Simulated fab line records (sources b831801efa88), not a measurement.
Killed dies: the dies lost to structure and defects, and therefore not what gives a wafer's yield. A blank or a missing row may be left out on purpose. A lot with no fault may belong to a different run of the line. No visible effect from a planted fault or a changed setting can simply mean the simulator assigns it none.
Which tool is to blame? ; flow gf180mcu ; at 1 step of a route of 602, 6 lots with 18 wafers sampled

== WHAT EACH GAUGE READ, for each wafer ==
GF_V1_CD_MEAS_14 targets a cd of 260 nm.
lot;measured;on;cdNm (nm)
L423;day 18 18:42;cdSem-02;260.5 260.4 261.1
L426;day 19 20:44;cdSem-01;261.1 259.5 261.6
L433;day 22 05:42;cdSem-02;259.0 260.1 260.0
L436;day 23 05:14;cdSem-01;259.6 261.3 260.7
L443;day 25 10:44;cdSem-02;260.5 259.4 260.2
L445;day 26 07:09;cdSem-01;258.7 260.8 260.5

== WHICH TOOL RAN EACH LOT (tool, then ch and the chambers of the sampled wafers, then the start) ==
The record holds no process step before these readings.

== THE ANSWER, worked out from the rows above alone ==
Rule: usual is defined by the lots themselves. The widest of any qualifying gaps counts: lots, ordered by their means at a reading, are off when they make up no more than a third of the lots, leave a main group of 4 or more, and stand apart from it by 3 or more times the standard deviation of that group's means. If all means in a main group match to the digits the tables above print for the reading, that group is not used. A lot without any number at a reading at which 4 lots or more have one is off too. Any other lot the step has rows for is counted as sound.
No lot is off on any of the readings shown, so nothing can be concluded from this.

== WHAT HAD BEEN PUT IN BY THE SIMULATOR ==
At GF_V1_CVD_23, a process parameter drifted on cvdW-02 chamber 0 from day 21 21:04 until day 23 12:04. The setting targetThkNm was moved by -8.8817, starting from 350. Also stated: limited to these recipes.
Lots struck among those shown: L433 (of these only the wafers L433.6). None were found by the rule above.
